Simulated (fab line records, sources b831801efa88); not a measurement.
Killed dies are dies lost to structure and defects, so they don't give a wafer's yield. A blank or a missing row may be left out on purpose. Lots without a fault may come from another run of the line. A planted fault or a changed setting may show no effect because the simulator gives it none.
fab line records | flow gf180mcu
record lots=5 wafers=15 last_day=33
route steps=602 shown CONTACT@297 M1@315
lots that met no fault: from a run of the same line without faults
start_h: hours from the record's first day to the start of the lot's first wafer shown | wait_h: hours since the lot's step before | " the same as in the row above | L1.1+2: a row that stands for several wafers | - no value, or no start given | * or withheld: withheld | < > ~ a bound
route shown NAME@n: a module of which the file shows steps, and the number in the route of the first | usual: mean/standard deviation of fault-free wafers | same: alike in all rows | chamber/n: place in a boat | sites: the reading at each site | _std_site: their standard deviation | _edge_site: outer sites' mean less inner sites' | radius_mm: how far each site lies from the wafer's centre | mask NAME#n: copy n | behind: the tool/chamber that last shaped the wafer | hold: why the lot was held/for how many hours/how that ended | device: the transistor (n, p or np) that didn't switch | end of line: the same wafers' tests at the end of the route | a step without rows: its recipe alone | killed: dies lost to structure and defects at the first sort, not the wafer's yield | map: a wafer's dies, x killed, . not, _ none there
set.NAME: the setting as run; set.NAME@STEP: as run at that earlier step | model.NAME: the simulator's own value behind a step, which no gauge read
lots at some steps of the route; a table a step, a row a wafer
services: from which hour (start_h, from the record's first day; less than 0 if before it) a tool's chamber was out of use, for how many hours, and why
## steps
# step GF_CONTACT_SOFTBAKE_10
# recipe temp_c=130 time_s=60 resist=KrF
# usual exhaust_pa=44.8/0.99 plate_temp_C=130.02/0.14
# columns lot.wafer tool chamber start_h wait_h exhaust_pa plate_temp_C
L076.2 litho_track-03 0 - - 44.4 129.88
L076.3 " 0 " " 43.7 130.05
L076.5 " 0 " " 45.0 130.02
L079.1 litho_track-03 0 - - 43.4 129.99
L079.2 " 0 " " 44.7 129.87
L079.6 " 0 " " 44.6 129.95
L080.2 litho_track-03 0 - - 45.3 129.93
L080.3 " 0 " " 44.5 130.01
L080.4 " 0 " " 44.3 130.19
L091.2 litho_track-04 0 - - 45.0 130.01
L091.5 " 0 " " 44.5 129.86
L091.6 " 0 " " 44.6 130.31
L093.1 litho_track-02 0 - - 45.3 130.09
L093.3 " 0 " " 44.5 130.10
L093.4 " 0 " " 44.9 130.09
# step GF_CONTACT_EXPOSE_11
# recipe mask_id=Contact target_cd_nm=220 na=0.68 source_shape=conventional sigma_outer=0.6 dose_mj=38
# columns lot.wafer tool chamber start_h wait_h mask
L076.2+3+5 krf_scanner-01 0 - - Contact#0
L079.1+2+6 krf_scanner-01 0 - - Contact#0
L080.2+3+4 krf_scanner-02 0 - - Contact#0
L091.2+5+6 krf_scanner-02 0 - - Contact#0
L093.1+3+4 krf_scanner-02 0 - - Contact#0
# step GF_CONTACT_PEB_12
# recipe peb_temp_c=135 peb_time_s=90 resist=KrF
# usual exhaust_pa=45.2/1 plate_temp_C=135.01/0.12
# columns lot.wafer tool chamber start_h wait_h exhaust_pa plate_temp_C
L076.2 litho_track-02 0 - - 45.3 134.82
L076.3 " 0 " " 46.5 135.00
L076.5 " 0 " " 46.7 134.93
L079.1 litho_track-03 0 - - 45.5 135.19
L079.2 " 0 " " 45.5 134.93
L079.6 " 0 " " 44.3 135.11
L080.2 litho_track-02 0 - - 45.4 135.03
L080.3 " 0 " " 45.5 134.85
L080.4 " 0 " " 46.2 135.00
L091.2 litho_track-02 0 - - 44.6 134.96
L091.5 " 0 " " 44.8 135.04
L091.6 " 0 " " 45.2 135.00
L093.1 litho_track-02 0 - - 46.0 135.12
L093.3 " 0 " " 47.0 135.04
L093.4 " 0 " " 45.8 135.04
# step GF_CONTACT_DEVELOP_13
# recipe develop_time_s=60 resist=KrF dev_temp_c=21
# usual exhaust_pa=44.6/0.89
# columns lot.wafer tool chamber start_h wait_h exhaust_pa
L076.2 litho_track-02 0 380.08 0.2 45.8
L076.3 " 0 " " 44.5
L076.5 " 0 " " 44.9
L079.1 litho_track-03 0 406.58 0.2 43.7
L079.2 " 0 " " 44.1
L079.6 " 0 " " 43.6
L080.2 litho_track-02 0 422.73 0.2 44.2
L080.3 " 0 " " 45.5
L080.4 " 0 " " 44.6
L091.2 litho_track-02 0 512.83 0.2 44.4
L091.5 " 0 " " 44.7
L091.6 " 0 " " 44.4
L093.1 litho_track-02 0 527.20 0.2 45.2
L093.3 " 0 " " 45.5
L093.4 " 0 " " 44.5
# step GF_CONTACT_CD_MEAS_14
# recipe target_cd_nm=220
# usual cd_nm=219.6/1.5
# columns lot.wafer tool chamber start_h wait_h cd_nm
L076.2 cd_sem-01 - 380.22 0.1 220.0
L076.3 " - " " 219.7
L076.5 " - " " 219.4
L079.1 cd_sem-02 - 406.73 0.1 218.2
L079.2 " - " " 217.5
L079.6 " - " " 218.0
L080.2 cd_sem-02 - 422.87 0.1 217.6
L080.3 " - " " 220.9
L080.4 " - " " 220.4
L091.2 cd_sem-01 - 513.05 0.2 223.0
L091.5 " - " " 222.7
L091.6 " - " " 221.3
L093.1 cd_sem-01 - 527.35 0.1 219.1
L093.3 " - " " 220.5
L093.4 " - " " 220.5
# step GF_CONTACT_OVL_MEAS_15
# usual CONTACT_OVL=-2/6.2
# columns lot.wafer tool chamber start_h wait_h CONTACT_OVL[nm]
L076.2 overlay-01 - 380.33 0.1 5
L076.3 " - " " 3
L076.5 " - " " -1
L079.1 overlay-01 - 406.85 0.1 1
L079.2 " - " " 7
L079.6 " - " " 5
L080.2 overlay-01 - 422.98 0.1 10
L080.3 " - " " -6
L080.4 " - " " -2
L091.2 overlay-01 - 513.16 0.1 -11
L091.5 " - " " -7
L091.6 " - " " -16
L093.1 overlay-01 - 527.47 0.1 -1
L093.3 " - " " 2
L093.4 " - " " -5
# step GF_CONTACT_ETCH_16
# recipe chemistry=N2/H2 target_depth_a=withheld overetch_a=withheld time_s=withheld target=BARC ion_energy_ev=200 source_w=500 bias_w=100 pressure_mtorr=30 n2_flow_sccm=100 h2_flow_sccm=200
# usual drypump_motor_current_A=6.0/0.32 oes_product_au=0.854/0.0047 throttle_valve_pct=13.224/0.0098
# columns lot.wafer tool chamber start_h wait_h drypump_motor_current_A oes_product_au throttle_valve_pct
L076.2 rie_diel-01 0 380.36 0.0 6.0 0.856 13.231
L076.3 " 1 " " 5.5 0.857 13.232
L076.5 " 1 " " 5.5 0.853 13.209
L079.1 rie_diel-04 0 406.88 0.0 6.0 0.851 13.223
L079.2 " 2 " " 6.5 0.849 13.209
L079.6 " 2 " " 6.4 0.853 13.214
L080.2 rie_diel-01 2 423.01 0.0 5.5 0.838 13.235
L080.3 " 3 " " 6.4 0.845 13.237
L080.4 " 1 " " 5.5 0.855 13.215
L091.2 rie_diel-02 2 513.19 0.0 5.9 0.853 13.221
L091.5 " 0 " " 6.2 0.857 13.217
L091.6 " 3 " " 5.9 0.855 13.227
L093.1 rie_diel-04 0 527.51 0.0 5.9 0.857 13.220
L093.3 " 3 " " 6.6 0.855 13.234
L093.4 " 1 " " 5.8 0.859 13.215
# step GF_CONTACT_ETCH_17
# recipe chemistry=C4F8/O2/Ar mask_material=KrF target=SiO2 stop_on=CoSi2 source_w=1500 bias_w=1200 pressure_mtorr=40 c4f8_flow_sccm=withheld O2_flow_sccm=6 Ar_flow_sccm=300 time_s=withheld target_depth_a=8600
# usual oes_product_au=0.815/0.0045
# columns lot.wafer tool chamber start_h wait_h oes_product_au
L076.2 rie_diel-01 0 - - 0.813
L076.3 " 1 " " 0.815
L076.5 " 1 " " 0.818
L079.1 rie_diel-04 0 - - 0.811
L079.2 " 2 " " 0.813
L079.6 " 2 " " 0.815
L080.2 rie_diel-01 2 - - 0.816
L080.3 " 3 " " 0.815
L080.4 " 1 " " 0.818
L091.2 rie_diel-02 2 - - 0.817
L091.5 " 0 " " 0.818
L091.6 " 3 " " 0.814
L093.1 rie_diel-04 0 - - 0.812
L093.3 " 3 " " 0.817
L093.4 " 1 " " 0.818
# step GF_CONTACT_STRIP_18
# recipe chemistry=O2/N2 power_w=1400 pressure_mtorr=1500 platen_temp_c=250 o2_flow_sccm=3000 n2_flow_sccm=300 overash_fraction=0.5
# usual drypump_motor_current_A=6.1/0.54 heater_power_w=334/34 oes_product_au=0.581/0.0049
# columns lot.wafer tool chamber start_h wait_h drypump_motor_current_A heater_power_w oes_product_au rf_hours_counter_h
L076.2 plasma_asher-04 0 380.52 - 5.4 275 0.577 29
L076.3 " 0 " " 5.4 258 0.575 -
L076.5 " 0 " " 5.4 272 0.579 -
L079.1 plasma_asher-04 0 407.05 - 5.4 267 0.576 32
L079.2 " 1 " " 5.5 361 0.583 32
L079.6 " 0 " " 5.4 271 0.580 -
L080.2 plasma_asher-02 0 423.17 - 6.8 354 0.585 75
L080.3 " 0 " " 6.8 364 0.579 -
L080.4 " 1 " " 6.6 359 0.590 -
L091.2 plasma_asher-02 1 513.35 - 6.5 355 0.585 85
L091.5 " 0 " " 6.8 347 0.581 -
L091.6 " 1 " " 6.5 358 0.577 -
L093.1 plasma_asher-01 1 527.67 - 5.9 327 0.578 77
L093.3 " 0 " " 5.7 302 0.578 -
L093.4 " 1 " " 5.9 332 0.587 -
# step GF_CONTACT_CLEAN_19
# recipe chemistry=SPM
# columns lot.wafer tool chamber start_h wait_h
L076.2+3+5 wet_bench-01 3 380.62 0.1
L079.1+2+6 wet_bench-03 3 407.15 0.1
L080.2+3+4 wet_bench-03 3 423.27 0.1
L091.2+5+6 wet_bench-01 3 513.45 0.1
L093.1+3+4 wet_bench-02 3 527.77 0.1
# step GF_CONTACT_CLEAN_20
# recipe chemistry=DIW
# columns lot.wafer tool chamber start_h wait_h
L076.2+3+5 wet_bench-01 1 380.72 0.0
L079.1+2+6 wet_bench-02 2 407.24 0.0
L080.2+3+4 wet_bench-02 3 423.36 0.0
L091.2+5+6 wet_bench-01 1 513.54 0.0
L093.1+3+4 wet_bench-01 1 527.86 0.0
# step GF_CONTACT_CLEAN_21
# recipe chemistry=dHF time_s=20 dilution=100:1 dry=ipa_marangoni
# columns lot.wafer tool chamber start_h wait_h
L076.2+3+5 wet_bench-03 1 380.81 0.0
L079.1+2+6 wet_bench-03 2 407.33 0.0
L080.2+3+4 wet_bench-01 2 423.46 0.0
L091.2+5+6 wet_bench-01 2 513.64 0.0
L093.1+3+4 wet_bench-02 2 527.96 0.0
# step GF_CONTACT_SPUTTER_22
# recipe material=Ti target_thk_nm=15 chamber_pressure_pa=5 power_w=2500 substrate_temp_c=200 time_s=80.02
# usual cathode_dc_power_W=2500.0/0.43 throttle_valve_pct=29.8/0.94
# columns lot.wafer tool chamber start_h wait_h cathode_dc_power_W throttle_valve_pct
L076.2 pvd_sputter-01 - 380.82 0.0 2499.3 29.0
L076.3 " - " " 2499.6 29.9
L076.5 " - " " 2500.3 30.1
L079.1 pvd_sputter-01 - 407.34 0.0 2500.3 29.8
L079.2 " - " " 2500.1 29.6
L079.6 " - " " 2500.3 29.0
L080.2 pvd_sputter-03 - 423.47 0.0 2500.0 28.8
L080.3 " - " " 2500.3 30.4
L080.4 " - " " 2499.5 32.3
L091.2 pvd_sputter-01 - 513.65 0.0 2499.7 29.8
L091.5 " - " " 2500.2 29.6
L091.6 " - " " 2500.3 29.0
L093.1 pvd_sputter-04 - 527.98 0.0 2500.9 30.4
L093.3 " - " " 2500.2 30.5
L093.4 " - " " 2499.9 29.5
# step GF_CONTACT_SPUTTER_23
# recipe material=TiN target_thk_nm=10 chamber_pressure_pa=5 power_w=4141 time_s=40
# usual cathode_dc_power_W=4141.0/0.79 throttle_valve_pct=29.8/0.94
# columns lot.wafer tool chamber start_h wait_h cathode_dc_power_W throttle_valve_pct
L076.2 pvd_sputter-01 - 380.88 0.0 4141.9 29.0
L076.3 " - " " 4140.1 29.8
L076.5 " - " " 4142.0 29.8
L079.1 pvd_sputter-01 - 407.41 0.0 4141.3 29.8
L079.2 " - " " 4141.0 29.5
L079.6 " - " " 4141.6 28.7
L080.2 pvd_sputter-03 - 423.53 0.0 4140.3 28.5
L080.3 " - " " 4142.0 30.4
L080.4 " - " " 4141.6 32.1
L091.2 pvd_sputter-01 - 513.71 0.0 4140.7 30.0
L091.5 " - " " 4140.8 29.9
L091.6 " - " " 4140.9 28.7
L093.1 pvd_sputter-04 - 528.04 0.0 4142.3 30.5
L093.3 " - " " 4141.0 30.6
L093.4 " - " " 4141.3 29.3
# step GF_CONTACT_CVD_24
# recipe material=W target_thk_nm=300 time_s=90.339 temp_c=400 pressure_torr=40
# usual heater_power_w=945/100
# columns lot.wafer tool chamber start_h wait_h heater_power_w
L076.2 cvd_w-01 0 380.92 0.0 1037
L076.3 " 0 " " 1003
L076.5 " 1 " " 1143
L079.1 cvd_w-02 0 407.44 0.0 871
L079.2 " 1 " " 857
L079.6 " 1 " " 885
L080.2 cvd_w-02 1 423.57 0.0 871
L080.3 " 1 " " 884
L080.4 " 0 " " 877
L091.2 cvd_w-01 1 513.75 0.0 1183
L091.5 " 1 " " 1156
L091.6 " 0 " " 1010
L093.1 cvd_w-01 0 528.08 0.0 1039
L093.3 " 0 " " 1029
L093.4 " 1 " " 1155
# step GF_CONTACT_RS_MEAS_25
# recipe thk_meas_gauge=four-point-probe reads=W_of_CONTACT_CVD_24+TiN_of_CONTACT_SPUTTER_23+Ti_of_CONTACT_SPUTTER_22
# usual CONTACT_W_RS=0.384/0.004
# columns lot.wafer tool chamber start_h wait_h CONTACT_W_RS[ohm/sq]
L076.2 film_metro-02 - 381.04 0.1 0.381
L076.3 " - " " 0.385
L076.5 " - " " 0.382
L079.1 film_metro-04 - 407.55 0.1 0.381
L079.2 " - " " 0.386
L079.6 " - " " 0.384
L080.2 film_metro-02 - 423.69 0.1 0.388
L080.3 " - " " 0.387
L080.4 " - " " 0.383
L091.2 film_metro-04 - 513.87 0.1 0.381
L091.5 " - " " 0.377
L091.6 " - " " 0.381
L093.1 film_metro-02 - 528.18 0.1 0.383
L093.3 " - " " 0.386
L093.4 " - " " 0.385
# step GF_CONTACT_THK_MEAS_26
# recipe thk_meas_gauge=xrf reads=W_of_CONTACT_CVD_24
# usual CONTACT_W_THK=319/4.2
# columns lot.wafer tool chamber start_h wait_h CONTACT_W_THK[nm]
L076.2 film_metro-02 - 381.15 0.1 319
L076.3 " - " " 315
L076.5 " - " " 319
L079.1 film_metro-04 - 407.67 0.1 326
L079.2 " - " " 322
L079.6 " - " " 323
L080.2 film_metro-02 - 423.80 0.1 314
L080.3 " - " " 317
L080.4 " - " " 321
L091.2 film_metro-04 - 513.98 0.1 320
L091.5 " - " " 325
L091.6 " - " " 322
L093.1 film_metro-02 - 528.30 0.1 318
L093.3 " - " " 316
L093.4 " - " " 318
# step GF_CONTACT_CMP_27
# recipe stop_on=SiO2 down_force_psi=3.5 platen_rpm=60 t_overpolish_s=15 target_thk_nm=0 pad_velocity_m_s=0.94248
# usual edge_zone_pressure_frac=0.999/0.0053 motor_current_A=11.3/0.9 overpolish_run_s=14.998/0.0092 time_to_endpoint_s=73/3.3
# columns lot.wafer tool chamber start_h wait_h edge_zone_pressure_frac motor_current_A overpolish_run_s time_to_endpoint_s
L076.2 cmp-01 3 381.25 0.1 0.984 10.1 14.990 78
L076.3 " 1 " " 0.998 10.9 14.997 75
L076.5 " 2 " " 1.001 8.9 14.998 81
L079.2 cmp-01 1 407.78 0.1 0.992 11.1 15.004 72
L079.1 " 2 " " 0.994 9.6 15.003 77
L079.6 " 0 " " 0.991 10.8 14.990 69
L080.3 cmp-02 2 423.90 0.1 1.003 11.0 14.981 72
L080.4 " 3 " " 1.001 11.8 15.015 72
L080.2 " 0 " " 0.999 11.9 14.988 72
L091.2 cmp-01 0 514.18 0.2 1.006 10.7 14.995 69
L091.5 " 1 " " 1.001 11.4 14.994 75
L091.6 " 2 " " 1.012 9.3 14.987 79
L093.3 cmp-02 2 528.36 0.0 1.000 10.9 14.999 73
L093.1 " 3 " " 0.994 11.6 14.998 74
L093.4 " 1 " " 0.990 12.0 15.005 69
# step GF_M1_SPUTTER_00
# recipe material=Ti target_thk_nm=37.5 arriving_ion_energy_ev=80 substrate_temp_c=200 chamber_pressure_pa=2 power_w=4000 time_s=150
# usual cathode_dc_power_W=4000.1/0.75 throttle_valve_pct=29.7/0.79
# columns lot.wafer tool chamber start_h wait_h cathode_dc_power_W throttle_valve_pct
L076.2 pvd_sputter-01 - 381.50 0.2 3999.4 29.1
L076.3 " - " " 4000.1 29.8
L076.5 " - " " 4000.8 29.8
L079.1 pvd_sputter-04 - 408.03 0.1 4000.2 30.5
L079.2 " - " " 4000.0 29.3
L079.6 " - " " 4001.4 30.3
L080.2 pvd_sputter-04 - 424.15 0.1 3999.9 29.5
L080.3 " - " " 3999.2 30.4
L080.4 " - " " 3999.7 30.1
L091.2 pvd_sputter-01 - 514.33 0.1 4000.5 29.4
L091.5 " - " " 4000.1 28.4
L091.6 " - " " 3999.6 29.8
L093.1 pvd_sputter-01 - 528.66 0.2 3999.6 29.7
L093.3 " - " " 4001.6 29.0
L093.4 " - " " 4001.2 28.6
# step GF_M1_SPUTTER_01
# recipe material=TiN target_thk_nm=30 power_w=6500 time_s=25 chamber_pressure_pa=0.4
# usual cathode_dc_power_W=6500.0/1.2 throttle_valve_pct=29.8/0.8
# columns lot.wafer tool chamber start_h wait_h cathode_dc_power_W throttle_valve_pct
L076.2 pvd_sputter-01 - 381.60 0.1 6498.8 29.0
L076.3 " - " " 6499.2 29.8
L076.5 " - " " 6500.3 29.6
L079.1 pvd_sputter-04 - 408.14 0.1 6500.4 31.0
L079.2 " - " " 6499.8 29.2
L079.6 " - " " 6499.8 30.2
L080.2 pvd_sputter-04 - 424.25 0.1 6499.0 29.3
L080.3 " - " " 6499.9 30.6
L080.4 " - " " 6499.6 30.5
L091.2 pvd_sputter-01 - 514.43 0.1 6501.7 29.6
L091.5 " - " " 6499.0 28.6
L091.6 " - " " 6496.5 29.8
L093.1 pvd_sputter-01 - 528.76 0.1 6500.7 29.9
L093.3 " - " " 6497.9 29.1
L093.4 " - " " 6499.1 28.4
# step GF_M1_SPUTTER_02
# recipe material=AlCu target_thk_nm=450 power_w=10600 time_s=23.9 chamber_pressure_pa=0.4
# usual cathode_dc_power_W=10600/1.9 throttle_valve_pct=29.7/0.78
# columns lot.wafer tool chamber start_h wait_h cathode_dc_power_W throttle_valve_pct
L076.2 pvd_sputter-01 - 381.63 0.0 10599 29.3
L076.3 " - " " 10601 30.0
L076.5 " - " " 10605 29.6
L079.1 pvd_sputter-04 - 408.17 0.0 10598 30.6
L079.2 " - " " 10600 29.3
L079.6 " - " " 10598 30.2
L080.2 pvd_sputter-04 - 424.28 0.0 10598 29.3
L080.3 " - " " 10600 30.4
L080.4 " - " " 10600 30.5
L091.2 pvd_sputter-01 - 514.46 0.0 10598 29.4
L091.5 " - " " 10601 28.6
L091.6 " - " " 10601 29.7
L093.1 pvd_sputter-01 - 528.79 0.0 10598 29.7
L093.3 " - " " 10599 29.1
L093.4 " - " " 10599 28.4
# step GF_M1_SPUTTER_03
# recipe material=Ti target_thk_nm=10 substrate_temp_c=300 chamber_pressure_pa=0.3 power_w=3000 time_s=6.7
# usual cathode_dc_power_W=3000.0/0.52 throttle_valve_pct=29.7/0.79
# columns lot.wafer tool chamber start_h wait_h cathode_dc_power_W throttle_valve_pct
L076.2 pvd_sputter-01 - 381.66 0.0 3000.5 29.1
L076.3 " - " " 3000.6 29.8
L076.5 " - " " 3000.5 29.5
L079.1 pvd_sputter-04 - 408.21 0.0 3000.0 30.3
L079.2 " - " " 2999.8 29.1
L079.6 " - " " 2999.8 30.3
L080.2 pvd_sputter-04 - 424.31 0.0 2999.4 29.4
L080.3 " - " " 2999.8 30.5
L080.4 " - " " 3000.3 30.0
L091.2 pvd_sputter-01 - 514.49 0.0 3000.6 29.5
L091.5 " - " " 2999.9 28.3
L091.6 " - " " 2998.9 29.7
L093.1 pvd_sputter-01 - 528.82 0.0 3000.4 30.0
L093.3 " - " " 2999.6 29.1
L093.4 " - " " 2999.5 28.4
# step GF_M1_SPUTTER_04
# recipe material=TiN target_thk_nm=50 power_w=6500 time_s=41.7 chamber_pressure_pa=0.4
# usual cathode_dc_power_W=6500.3/1.1 throttle_valve_pct=29.8/0.78
# columns lot.wafer tool chamber start_h wait_h cathode_dc_power_W throttle_valve_pct
L076.2 pvd_sputter-01 - 381.68 0.0 6497.0 28.8
L076.3 " - " " 6500.6 29.7
L076.5 " - " " 6500.0 29.6
L079.1 pvd_sputter-04 - 408.23 0.0 6499.9 30.4
L079.2 " - " " 6499.0 29.3
L079.6 " - " " 6499.6 30.5
L080.2 pvd_sputter-04 - 424.33 0.0 6500.7 29.2
L080.3 " - " " 6500.1 30.8
L080.4 " - " " 6502.4 30.4
L091.2 pvd_sputter-01 - 514.51 0.0 6500.1 29.9
L091.5 " - " " 6500.2 28.7
L091.6 " - " " 6500.5 29.6
L093.1 pvd_sputter-01 - 528.84 0.0 6501.2 30.2
L093.3 " - " " 6499.2 28.9
L093.4 " - " " 6498.8 28.5
# step GF_M1_RS_MEAS_05
# recipe thk_meas_gauge=four-point-probe reads=TiN_of_M1_SPUTTER_04+Ti_of_M1_SPUTTER_03+AlCu_of_M1_SPUTTER_02+TiN_of_M1_SPUTTER_01+Ti_of_M1_SPUTTER_00
# usual M1_ALCU_RS=0.0699/0.00077
# columns lot.wafer tool chamber start_h wait_h M1_ALCU_RS[ohm/sq]
L076.2 film_metro-04 - 381.74 0.0 0.0680
L076.3 " - " " 0.0687
L076.5 " - " " 0.0676
L079.1 film_metro-03 - 408.27 0.0 0.0706
L079.2 " - " " 0.0701
L079.6 " - " " 0.0710
L080.2 film_metro-03 - 424.39 0.0 0.0710
L080.3 " - " " 0.0700
L080.4 " - " " 0.0711
L091.2 film_metro-03 - 514.57 0.0 0.0690
L091.5 " - " " 0.0696
L091.6 " - " " 0.0691
L093.1 film_metro-03 - 528.88 0.0 0.0698
L093.3 " - " " 0.0685
L093.4 " - " " 0.0696
## services
# columns tool chamber start_h hours kind
rie_diel-04 0 354.69 8.8 repair
cvd_w-01 - 356.32 14.6 pm
wet_bench-03 - 358.60 1.9 pm
krf_scanner-02 - 361.19 2.4 repair
wet_bench-02 - 363.45 2.3 repair
krf_scanner-02 - 364.77 11.6 pm
rie_diel-01 0 372.04 5.1 repair
cvd_w-01 - 379.34 0.6 repair
cmp-01 - 388.77 0.2 repair
rie_diel-01 - 396.11 14.1 repair
rie_diel-01 1 404.81 14.8 repair
cmp-01 - 411.23 0.5 repair
rie_diel-01 - 411.89 0.2 repair
cmp-01 - 418.61 1.3 repair
krf_scanner-02 - 431.15 1.3 pm
rie_diel-04 1 459.76 12.7 repair
cmp-01 - 466.70 1.0 repair
krf_scanner-02 - 467.23 4.0 pm
cmp-01 - 480.65 5.1 repair
pvd_sputter-04 - 482.27 6.6 repair
krf_scanner-02 - 503.98 0.8 pm
krf_scanner-02 - 505.59 1.0 pm
pvd_sputter-04 - 513.08 6.4 repair
cmp-01 - 520.06 1.1 repair
## key
fault none
